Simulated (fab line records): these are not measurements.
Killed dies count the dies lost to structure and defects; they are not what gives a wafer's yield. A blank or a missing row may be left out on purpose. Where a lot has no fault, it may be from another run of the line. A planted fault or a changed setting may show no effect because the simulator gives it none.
Struck lot and sound lot, side by side || flow sky130 || 17 steps out of a route of 708
Sound: wafers L806.1, L806.4, L806.5. Struck: wafer L816.3. (L816.1, L816.4 of the same lot were not struck and are left out.) The cause comes at the end.
At each step with rows: each side's tool, then ch and its chambers, then its first start. Under that, the readings that differ: sound wafers || struck wafers || difference of the means || sigmas: that difference in standard deviations of wafers without a fault.
alike: a reading whose means differ by less than 2 such deviations, as well as words and numbers matching on both sides. not compared: withheld readings; readings where some wafer has no value; bounds like >300 that might hide an equal value; numbers whose values overlap and for which the record gives no deviation.
A row with sigmas, a row that says differs or no value, or rows on one side alone: a step with any of these is where the two part. Numbers that have no deviation but don't overlap get no sigmas and don't part them. A reading missing from all wafers of one side parts the sides only when that side holds two or more wafers.

first, 5 steps without rows for these wafers: SKY_VIA4_COAT_06 (resist thk 1140 nm); SKY_VIA4_SOFTBAKE_07 (time 60 s); SKY_VIA4_EXPOSE_08 (exposes mask VIM4, target cd 800 nm); SKY_VIA4_PEB_09; SKY_VIA4_DEVELOP_10 (develop time 60 s).
SKY_VIA4_OVL_MEAS_11:
  sound on overlay-01, day 43 13:20; struck on overlay-01, day 46 03:02
  alike: VIA4_OVL
SKY_VIA4_ETCH_12: etches SiO2 in C4F8/O2/Ar, stops on TiN, target depth 580 nm.
  sound on rieDiel-04 ch 0,1, day 43 13:22; struck on rieDiel-01 ch 0, day 46 03:05
  alike: oesProductAu
SKY_VIA4_STRIP_13: strips in O2/N2.
  sound on plasmaAsher-01 ch 0,1, day 43 13:26; struck on plasmaAsher-04 ch 0, day 46 03:09
  alike: drypumpMotorCurrentA, oesProductAu, stripTimeToEndpointS
  not compared: rfHoursCounterH
then, 3 steps without rows for these wafers: SKY_VIA4_STRIP_14 (strips in post etch residue remover, time 1200 s); SKY_VIA4_CLEAN_15 (cleans in IPA, time 180 s); SKY_VIA4_CLEAN_16 (cleans in O3/DIW).
SKY_VIA4_SPUTTER_17: material TiN, target thk 20 nm, time 80 s.
  sound on pvdSputter-02, day 43 14:02; struck on pvdSputter-03, day 46 03:44
  alike: chamberPressurePa, throttleValvePct
SKY_VIA4_CVD_18: deposits W, target thk 505 nm, time 152.14 s.
  sound on cvdW-02 ch 0,1, day 43 14:10; struck on cvdW-01 ch 0, day 46 03:48
{"reading": "chamberPressureTorr (Torr)", "sound": "40.10 39.98 40.09", "struck": 47.23, "difference": "+7.17", "sigmas": "+86"}
{"reading": "heaterPowerW (W)", "sound": "735 765 775", "struck": 898, "difference": "+140", "sigmas": "+3"}
{"reading": "model.W_of_VIA4_CVD_18.thkNm (nm)", "sound": "499.1 497.9 517.1", "struck": 544.9, "difference": "+40.2", "sigmas": ""}
SKY_VIA4_RS_MEAS_19: measurement is done with a four-point probe.
  sound on filmMetro-01, day 43 14:19; struck on filmMetro-01, day 46 04:14
{"reading": "VIA4_W_RS (ohm/sq)", "sound": "0.229 0.230 0.221", "struck": 0.210, "difference": -0.017, "sigmas": -5}
  not compared: hold
SKY_VIA4_THK_MEAS_20: measures by xrf.
  sound on filmMetro-01, day 43 14:26; struck on filmMetro-01, day 46 08:32
{"reading": "VIA4_W_THK (nm)", "sound": "497 492 511", "struck": 536, "difference": "+36", "sigmas": "+5"}
  not compared: hold
SKY_VIA4_CMP_21: polishes, stops on SiO2, t overpolish 25 s, target thk 0 nm.
  sound on cmp-01 ch 0,3, day 43 14:29; struck on cmp-01 ch 3, day 46 11:25
{"reading": "hold", "sound": "- - -", "struck": "awaitDispo/2.8h/release", "difference": "no value on the sound wafers", "sigmas": ""}
  alike: edgeZonePressureFrac, headPressurePsi, motorCurrentA, retainingRingPressureFrac, slurryFilterDpKPa
-- the record jumps here: 2 days lie between the struck wafers' starts before and after (it left off in module VIA4 and takes up again in module PAD_OPEN, whose first step shown is number 708 of the route) --
SKY_PAD_OPEN_PROBE_99:
  sound on prober-02, day 46 12:04; struck on prober-02, day 48 20:04
  alike: defectLimitedYield, killed_at_M0_to_M3, killed_at_M4_up, killedAtContacts, killedAtFrontEnd, killedAtOther, killedDies, killedOpen, killedShort, sort_bin_3_pad_short, sort_bin_5_function, sort_bin_6_memory, sortNPass, sortYieldPct

== WHERE THEY PART ==
At SKY_VIA4_CVD_18 first; at SKY_VIA4_CMP_21 last (within this record only). Later steps at which nothing parts them and some readings are alike: SKY_PAD_OPEN_PROBE_99.

WHY: whatever the simulator had introduced
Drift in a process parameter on cvdW-01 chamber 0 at SKY_VIA4_CVD_18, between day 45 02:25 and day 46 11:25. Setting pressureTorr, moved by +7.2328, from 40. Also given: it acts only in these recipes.
